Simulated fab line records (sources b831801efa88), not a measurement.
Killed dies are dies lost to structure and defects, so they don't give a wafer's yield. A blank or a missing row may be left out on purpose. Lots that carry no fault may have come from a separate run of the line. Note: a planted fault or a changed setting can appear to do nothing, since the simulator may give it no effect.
What tool caused it? / flow sky130 / 6 lots, 18 wafers sampled, at 1 step of a route of 708

== WHAT EACH GAUGE READ, for each wafer ==
SKY_VIA2_THK_MEAS_23: measures by xrf.
lot=L960; measured=day 37 13:34; on=film-metro-04; VIA2_W_THK (nm)=403 414 408
lot=L964; measured=day 38 04:11; on=film-metro-04; VIA2_W_THK (nm)=415 412 410
lot=L970; measured=day 40 10:34; on=film-metro-04; VIA2_W_THK (nm)=405 413 407
lot=L974; measured=day 41 14:46; on=film-metro-03; VIA2_W_THK (nm)=405 403 399
lot=L977; measured=day 42 11:47; on=film-metro-04; VIA2_W_THK (nm)=408 409 409
lot=L981; measured=day 44 05:06; on=film-metro-03; VIA2_W_THK (nm)=407 416 415

== WHICH TOOL RAN EACH LOT (tool, then ch and the chambers of the sampled wafers, then the start) ==
Before these readings, the record contains no process step.

== THE ANSWER, worked out from the rows above alone ==
Rule: what is usual is taken from the lots themselves. Put in order of their means at a reading, lots are off if they are a third of the lots or fewer, leave a main group of 4 or more, and stand apart from it by a gap of 3 or more times the standard deviation of the main group's means; of several such gaps the widest counts. The tables above print the reading to a certain number of digits; a main group whose means all agree to those digits is not used. A lot without any number at a reading at which 4 lots or more have one is off too. Any other lot the step has rows for is counted as sound.
Off: L974, seen at SKY_VIA2_THK_MEAS_23 (VIA2_W_THK). The main group has a mean of 410 nm with a standard deviation of 2.
A tool fits if, at a process step before that reading, it ran every lot that is off, and no sound lot after the first of them. The gauges at SKY_VIA2_THK_MEAS_23 are tried like those tools. Not one of the candidates tried fits.

== WHAT THE SIMULATOR HAD INSERTED ==
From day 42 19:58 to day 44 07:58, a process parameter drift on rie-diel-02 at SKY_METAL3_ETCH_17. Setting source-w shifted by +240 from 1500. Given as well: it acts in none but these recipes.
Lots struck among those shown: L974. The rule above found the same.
